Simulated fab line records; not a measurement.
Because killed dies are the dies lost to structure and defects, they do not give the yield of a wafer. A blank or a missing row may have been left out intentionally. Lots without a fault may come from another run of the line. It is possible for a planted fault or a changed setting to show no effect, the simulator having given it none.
Matching of chambers + flow gf180mcu + GF_V2_CMP_04 on cmp-01: 4 sister chambers
The step polishes SiO2. 4 wafers are shown with their chamber, then 8 later ones without.

== WAFERS WITH THEIR CHAMBER ==
| wafer  | chamber | motor current A (A) |
|--------|---------|---------------------|
| L690.3 | 1       | 10.1                |
| L691.1 | 0       | 11.5                |
| L691.5 | 2       | 11.0                |
| L692.1 | 3       | 10.2                |

== WAFERS WITHOUT THEIR CHAMBER ==
| wafer  | motor current A (A) |
|--------|---------------------|
| L692.3 | 10.1                |
| L692.5 | 11.8                |
| L705.1 | 10.1                |
| L705.3 | 11.9                |
| L705.6 | 11.6                |
| L706.3 | 10.4                |
| L706.4 | 12.0                |
| L706.6 | 10.9                |

== EACH ONE'S CHAMBER ==
| wafer  | from the rows above          | in truth |
|--------|------------------------------|----------|
| L692.3 | can't be placed: 1 or 3      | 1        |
| L692.5 | can't be placed: 0 or 2      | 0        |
| L705.1 | can't be placed: 1 or 3      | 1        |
| L705.3 | can't be placed: 0 or 2      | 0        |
| L705.6 | can't be placed: 0 or 2      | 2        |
| L706.3 | can't be placed: 3 or 1 or 2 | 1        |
| L706.4 | can't be placed: 0 or 2      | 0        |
| L706.6 | can't be placed: 2 or 0      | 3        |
0 of 8 placed correctly. These rows do not allow placing 8 (true chamber among the candidates in 7). Wrongly placed: 0.
How it was worked out, from the rows above alone: a wafer's distance from a chamber is the root of the sum, over the readings, of the square of ((its reading less the chamber's mean) divided by the reading's scatter). If the next closest chamber is less than 2 further off than the closest, the wafer can't be placed; otherwise it belongs to the closest. Each chamber's mean is taken over the wafers shown for it. The scatter (one wafer shown for each chamber): square how far every hidden wafer sits from the nearest shown wafer, average those squares and take the square root.
